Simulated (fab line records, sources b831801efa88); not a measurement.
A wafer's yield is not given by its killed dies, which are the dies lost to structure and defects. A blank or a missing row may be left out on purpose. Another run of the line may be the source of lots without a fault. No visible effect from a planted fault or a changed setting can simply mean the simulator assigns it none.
Which tool did it? / flow sky130 / 42 wafers from 14 lots sampled at 4 of the route's 708 steps

## WHAT EACH GAUGE READ, for each wafer
SKY_GATE_OXIDE_THK_MEAS_02. Usual: GATE_OXIDE_OXIDATION_00_THK gives 10.33 nm (standard deviation 0.2).
lot=L370; measured=day 13 07:35; on=film_metro-02; GATE_OXIDE_OXIDATION_00_THK (nm)=10.55 10.67 10.37; flag=
lot=L371; measured=day 13 14:32; on=film_metro-03; GATE_OXIDE_OXIDATION_00_THK (nm)=10.13 10.10 10.07; flag=
lot=L373; measured=day 14 14:22; on=film_metro-01; GATE_OXIDE_OXIDATION_00_THK (nm)=10.21 10.38 10.31; flag=
lot=L374; measured=day 14 19:42; on=film_metro-01; GATE_OXIDE_OXIDATION_00_THK (nm)=10.11 10.09 10.00; flag=
lot=L375; measured=day 15 04:51; on=film_metro-02; GATE_OXIDE_OXIDATION_00_THK (nm)=10.11 10.07 10.09; flag=
lot=L376; measured=day 15 14:56; on=film_metro-02; GATE_OXIDE_OXIDATION_00_THK (nm)=10.49 10.42 10.52; flag=
lot=L377; measured=day 15 20:29; on=film_metro-03; GATE_OXIDE_OXIDATION_00_THK (nm)=10.53 10.50 10.57; flag=
lot=L378; measured=day 16 02:57; on=film_metro-01; GATE_OXIDE_OXIDATION_00_THK (nm)=10.02 10.01 10.14; flag=
lot=L381; measured=day 17 07:22; on=film_metro-02; GATE_OXIDE_OXIDATION_00_THK (nm)=10.38 10.32 10.38; flag=
lot=L382; measured=day 17 12:49; on=film_metro-03; GATE_OXIDE_OXIDATION_00_THK (nm)=10.54 10.67 10.53; flag=
lot=L383; measured=day 17 15:47; on=film_metro-03; GATE_OXIDE_OXIDATION_00_THK (nm)=10.35 10.26 10.39; flag=
lot=L386; measured=day 19 02:00; on=film_metro-03; GATE_OXIDE_OXIDATION_00_THK (nm)=10.32 10.31 10.54; flag=
lot=L388; measured=day 19 14:00; on=film_metro-03; GATE_OXIDE_OXIDATION_00_THK (nm)=10.23 10.20 10.44; flag=
lot=L389; measured=day 19 23:35; on=film_metro-02; GATE_OXIDE_OXIDATION_00_THK (nm)=10.05 9.92 10.01; flag=

SKY_LDD_HVP_OVL_MEAS_07. Usual: LDD_HVP_OVL gives 0.5 nm (standard deviation 1.4).
lot=L370; measured=day 22 05:05; on=overlay-02; LDD_HVP_OVL (nm)=-0.6 1.3 1.0; flag=
lot=L371; measured=day 22 09:22; on=overlay-02; LDD_HVP_OVL (nm)=2.1 2.6 3.7; flag=
lot=L373; measured=day 23 17:55; on=overlay-01; LDD_HVP_OVL (nm)=-1.4 -0.5 -1.9; flag=
lot=L374; measured=day 23 21:58; on=overlay-01; LDD_HVP_OVL (nm)=-0.4 -0.7 -0.4; flag=
lot=L375; measured=day 24 09:16; on=overlay-02; LDD_HVP_OVL (nm)=0.5 0.3 0.5; flag=
lot=L376; measured=day 24 21:26; on=overlay-02; LDD_HVP_OVL (nm)=1.1 0.0 2.4; flag=
lot=L377; measured=day 24 22:14; on=overlay-01; LDD_HVP_OVL (nm)=0.2 -0.2 1.3; flag=
lot=L378; measured=day 25 04:43; on=overlay-01; LDD_HVP_OVL (nm)=0.6 2.2 1.8; flag=
lot=L381; measured=day 26 11:25; on=overlay-01; LDD_HVP_OVL (nm)=0.3 0.9 -1.7; flag=
lot=L382; measured=day 26 13:41; on=overlay-02; LDD_HVP_OVL (nm)=-0.4 2.2 1.1; flag=
lot=L383; measured=day 26 18:02; on=overlay-01; LDD_HVP_OVL (nm)=-2.2 0.0 -0.9; flag=
lot=L386; measured=day 28 03:05; on=overlay-01; LDD_HVP_OVL (nm)=0.3 2.2 1.8; flag=
lot=L388; measured=day 28 14:37; on=overlay-01; LDD_HVP_OVL (nm)=-0.5 -0.8 -1.2; flag=
lot=L389; measured=day 29 01:02; on=overlay-02; LDD_HVP_OVL (nm)=-0.1 0.7 1.5; flag=

SKY_POLY_CUT_OVL_MEAS_09. Usual: POLY_CUT_OVL gives -1 nm (standard deviation 5.2).
lot=L370; measured=day 24 21:18; on=overlay-01; POLY_CUT_OVL (nm)=-5 -11 2; flag=
lot=L371; measured=day 25 01:11; on=overlay-02; POLY_CUT_OVL (nm)=5 2 -4; flag=
lot=L373; measured=day 26 07:38; on=overlay-02; POLY_CUT_OVL (nm)=3 -1 0; flag=
lot=L374; measured=day 26 11:57; on=overlay-02; POLY_CUT_OVL (nm)=1 -7 -12; flag=
lot=L375; measured=day 27 00:35; on=overlay-02; POLY_CUT_OVL (nm)=1 0 5; flag=
lot=L376; measured=day 27 10:48; on=overlay-02; POLY_CUT_OVL (nm)=4 -4 -6; flag=
lot=L377; measured=day 27 15:14; on=overlay-02; POLY_CUT_OVL (nm)=-13 3 0; flag=
lot=L378; measured=day 27 18:48; on=overlay-02; POLY_CUT_OVL (nm)=1 -1 3; flag=
lot=L381; measured=day 28 23:59; on=overlay-01; POLY_CUT_OVL (nm)=-7 -1 -8; flag=
lot=L382; measured=day 29 03:02; on=overlay-01; POLY_CUT_OVL (nm)=6 3 3; flag=
lot=L383; measured=day 29 06:37; on=overlay-01; POLY_CUT_OVL (nm)=-12 -1 -2; flag=
lot=L386; measured=day 30 14:04; on=overlay-01; POLY_CUT_OVL (nm)=7 2 5; flag=
lot=L388; measured=day 31 02:08; on=overlay-02; POLY_CUT_OVL (nm)=6 -5 -2; flag=
lot=L389; measured=day 31 12:45; on=overlay-01; POLY_CUT_OVL (nm)=3 -3 0; flag=

## TOOL THAT RAN EACH LOT (tool first, then ch and the chambers of the sampled wafers, then the start)
lot=L370; SKY_LDD_LDN_IMPLANT_09=implanter-01 ch 0, day 23 11:42
lot=L371; SKY_LDD_LDN_IMPLANT_09=implanter-02 ch 0, day 23 15:21
lot=L373; SKY_LDD_LDN_IMPLANT_09=implanter-01 ch 0, day 25 00:26
lot=L374; SKY_LDD_LDN_IMPLANT_09=implanter-02 ch 0, day 25 03:48
lot=L375; SKY_LDD_LDN_IMPLANT_09=implanter-02 ch 0, day 25 14:12
lot=L376; SKY_LDD_LDN_IMPLANT_09=implanter-03 ch 0, day 26 03:00
lot=L377; SKY_LDD_LDN_IMPLANT_09=implanter-02 ch 0, day 26 03:33
lot=L378; SKY_LDD_LDN_IMPLANT_09=implanter-02 ch 0, day 26 11:18
lot=L381; SKY_LDD_LDN_IMPLANT_09=implanter-01 ch 0, day 27 16:54
lot=L382; SKY_LDD_LDN_IMPLANT_09=implanter-03 ch 0, day 27 19:55
lot=L383; SKY_LDD_LDN_IMPLANT_09=implanter-02 ch 0, day 27 23:56
lot=L386; SKY_LDD_LDN_IMPLANT_09=implanter-01 ch 0, day 29 07:57
lot=L388; SKY_LDD_LDN_IMPLANT_09=implanter-01 ch 0, day 29 18:54
lot=L389; SKY_LDD_LDN_IMPLANT_09=implanter-03 ch 0, day 30 06:33
- SKY_LDD_LDN_IMPLANT_09

## WHAT THE TOOLS THEMSELVES READ (means of the sampled wafers that have a number; where no wafer has one, the mark that the record gives instead)
SKY_LDD_LDN_IMPLANT_09. Usual: beam_energy_keV 15.000, standard deviation 0.0047; dose_ions_cm2 1.2501e+13, standard deviation 1.2e+10.
lot=L370 tool=implanter-01 beam_energy_keV=14.993 dose_ions_cm2=1.2496e+13 flag=
lot=L371 tool=implanter-02 beam_energy_keV=14.999 dose_ions_cm2=1.2513e+13 flag=
lot=L373 tool=implanter-01 beam_energy_keV=15.004 dose_ions_cm2=1.2505e+13 flag=
lot=L374 tool=implanter-02 beam_energy_keV=15.000 dose_ions_cm2=1.2499e+13 flag=
lot=L375 tool=implanter-02 beam_energy_keV=15.003 dose_ions_cm2=1.2494e+13 flag=
lot=L376 tool=implanter-03 beam_energy_keV=14.996 dose_ions_cm2=1.2510e+13 flag=
lot=L377 tool=implanter-02 beam_energy_keV=15.000 dose_ions_cm2=1.2484e+13 flag=
lot=L378 tool=implanter-02 beam_energy_keV=15.000 dose_ions_cm2=1.2492e+13 flag=
lot=L381 tool=implanter-01 beam_energy_keV=15.007 dose_ions_cm2=1.2505e+13 flag=
lot=L382 tool=implanter-03 beam_energy_keV=15.000 dose_ions_cm2=1.2491e+13 flag=
lot=L383 tool=implanter-02 beam_energy_keV=15.000 dose_ions_cm2=1.2490e+13 flag=
lot=L386 tool=implanter-01 beam_energy_keV=17.994 dose_ions_cm2=1.2513e+13 flag=OFF
lot=L388 tool=implanter-01 beam_energy_keV=17.997 dose_ions_cm2=1.2509e+13 flag=OFF
lot=L389 tool=implanter-03 beam_energy_keV=14.999 dose_ions_cm2=1.2504e+13 flag=

## THE ANSWER, worked out from the rows above alone
Rule: a lot is off if the mean of its wafers that have a number lies more than 3 standard deviations from the usual mean. Also off: a lot with no number at a reading for which 4 or more lots have one. The other lots that the step has rows for count as sound. The gauges are gone through in route order, then the tools' own readings, and for those a lot's mean is taken as printed above. At the first step where some lot is off, the reading lying furthest off is the one used; lots without a number count as furthest.
Off, at SKY_LDD_LDN_IMPLANT_09 on beam_energy_keV: L386, L388.
If a tool, at that step or one of the process steps before it, ran each lot that is off and ran no sound lot following the first of them, it fits. One candidate fits, namely implanter-01 at SKY_LDD_LDN_IMPLANT_09. Its last sound lot is L381 (day 27 16:54), its first lot that is off L386 (day 29 07:57): a fault that began between those two fits.
On the lots that are off, the tool's own readings at SKY_LDD_LDN_IMPLANT_09 differ by more than 5 times the standard deviation of the sound lots' means, which bears it out; beam_energy_keV reads 17.995 there versus 15.000 on the sound lots.

## WHAT THE SIMULATOR HAD PUT IN
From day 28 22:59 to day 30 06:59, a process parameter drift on implanter-01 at SKY_LDD_LDN_IMPLANT_09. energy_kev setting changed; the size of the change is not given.
Struck lots among those shown: L386, L388. The rule above reached the same finding.
